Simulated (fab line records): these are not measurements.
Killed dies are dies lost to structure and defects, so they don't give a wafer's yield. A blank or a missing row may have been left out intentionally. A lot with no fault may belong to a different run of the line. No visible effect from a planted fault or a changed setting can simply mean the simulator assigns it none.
Matching of chambers | flow gf180mcu | GF_V4_CMP_04 on cmp-02 has 4 sister chambers
The step polishes SiO2. 16 wafers are shown with their chamber, then 8 later ones without.

EACH WAFER AND ITS CHAMBER
wafer  | chamber | motor-current-A (A) | time-to-endpoint-s (s)
L303.1 | 2       | 13.5                | 82
L303.2 | 0       | 13.0                | 82
L303.4 | 3       | 12.0                | 80
L305.2 | 2       | 14.4                | 79
L305.5 | 3       | 11.9                | 76
L305.6 | 2       | 13.8                | 83
L306.4 | 3       | 12.7                | 84
L306.5 | 0       | 12.9                | 82
L306.6 | 1       | 13.7                | 85
L307.2 | 3       | 12.0                | 82
L307.3 | 1       | 15.0                | 74
L307.4 | 2       | 13.7                | 88
L316.1 | 2       | 14.5                | 86
L316.4 | 3       | 12.6                | 86
L316.5 | 0       | 13.3                | 88
L320.4 | 2       | 13.3                | 84

SIGNATURES (averages over the wafers above)
reading            | chamber 0 | chamber 1 | chamber 2 | chamber 3 | scatter within a chamber
motor-current-A    | 13.067    | 14.350    | 13.867    | 12.240    | 0.472
time-to-endpoint-s | 84.00     | 79.50     | 83.67     | 81.60     | 4.01
Rule: distance of a wafer from a chamber = root of the sum over the readings of ((wafer's reading minus chamber's mean) / reading's scatter) squared. The wafer belongs to the nearest chamber; if the next one is less than 2 further off, it can't be placed. The scatter: the root of (the sum of the squares of (reading less its chamber's mean) over the shown wafers, divided by (wafers less chambers)).

WAFERS WITHOUT THEIR CHAMBER
wafer  | motor-current-A (A) | time-to-endpoint-s (s)
L320.5 | 13.8                | 84
L320.6 | 14.8                | 88
L322.2 | 12.5                | 79
L322.3 | 14.0                | 82
L322.6 | 14.2                | 90
L323.1 | 13.3                | 83
L323.2 | 13.9                | 84
L323.3 | 12.4                | 80

WHICH CHAMBER EACH ONE RAN IN
wafer  | from the rows above               | in truth
L320.5 | can't be placed: 2 or 0 or 1      | 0
L320.6 | can't be placed: 2 or 1 or 0      | 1
L322.2 | can't be placed: 3 or 0           | 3
L322.3 | can't be placed: 2 or 1 or 0      | 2
L322.6 | can't be placed: 2 or 1 or 0      | 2
L323.1 | can't be placed: 0 or 2 or 3 or 1 | 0
L323.2 | can't be placed: 2 or 1 or 0      | 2
L323.3 | can't be placed: 3 or 0           | 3
Correct placement for 0 of the 8. From these rows, 8 cannot be placed; in 8 the true chamber is one of the candidates. 0 placed wrongly.
